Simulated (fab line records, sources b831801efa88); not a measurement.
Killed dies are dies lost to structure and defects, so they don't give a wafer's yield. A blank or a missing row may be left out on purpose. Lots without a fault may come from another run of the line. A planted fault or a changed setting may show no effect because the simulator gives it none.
Chamber matching | flow sky130 | SKY_VIA3_ETCH_14 on rie_diel-01: 4 sister chambers
The step etches BARC in N2/H2, stops on SiO2, time 45.9 s, target depth 60 nm. 8 wafers are shown with their chamber, then 8 later ones without.

WAFERS WITH THEIR CHAMBER
wafer  | chamber | drypump_motor_current_A (A) | throttle_valve_pct (%)
L085.3 | 0       | 5.6                         | 13.223
L085.6 | 0       | 5.6                         | 13.218
L089.2 | 2       | 6.7                         | 13.230
L089.3 | 1       | 4.8                         | 13.227
L089.4 | 2       | 6.7                         | 13.231
L089.5 | 3       | 5.3                         | 13.207
L089.6 | 1       | 4.8                         | 13.209
L092.1 | 3       | 5.2                         | 13.223

WAFERS WITHOUT THEIR CHAMBER
wafer  | drypump_motor_current_A (A) | throttle_valve_pct (%)
L092.3 | 6.7                         | 13.237
L092.5 | 6.7                         | 13.231
L093.1 | 5.6                         | 13.238
L093.3 | 6.7                         | 13.228
L093.6 | 5.6                         | 13.233
L095.1 | 5.2                         | 13.221
L095.2 | 5.6                         | 13.228
L095.4 | 4.8                         | 13.216

WHICH CHAMBER EACH WENT THROUGH
wafer  | from the rows above | in truth
L092.3 | 2                   | 2
L092.5 | 2                   | 2
L093.1 | 0                   | 0
L093.3 | 2                   | 2
L093.6 | 0                   | 0
L095.1 | 3                   | 3
L095.2 | 0                   | 0
L095.4 | 1                   | 1
Placed correctly: 8 of 8. Can't be placed from these rows: 0. Placed wrongly: 0.
How it was worked out, from the rows above alone: a wafer's distance from a chamber is the root of the sum, over the readings, of the square of ((its reading less the chamber's mean) divided by the reading's scatter). The wafer belongs to the nearest chamber; if the next one is less than 2 further off, it can't be placed. A chamber's mean is the mean of its shown wafers. The scatter: the root of (the sum of the squares of (reading less its chamber's mean) over the shown wafers, divided by (wafers less chambers)).
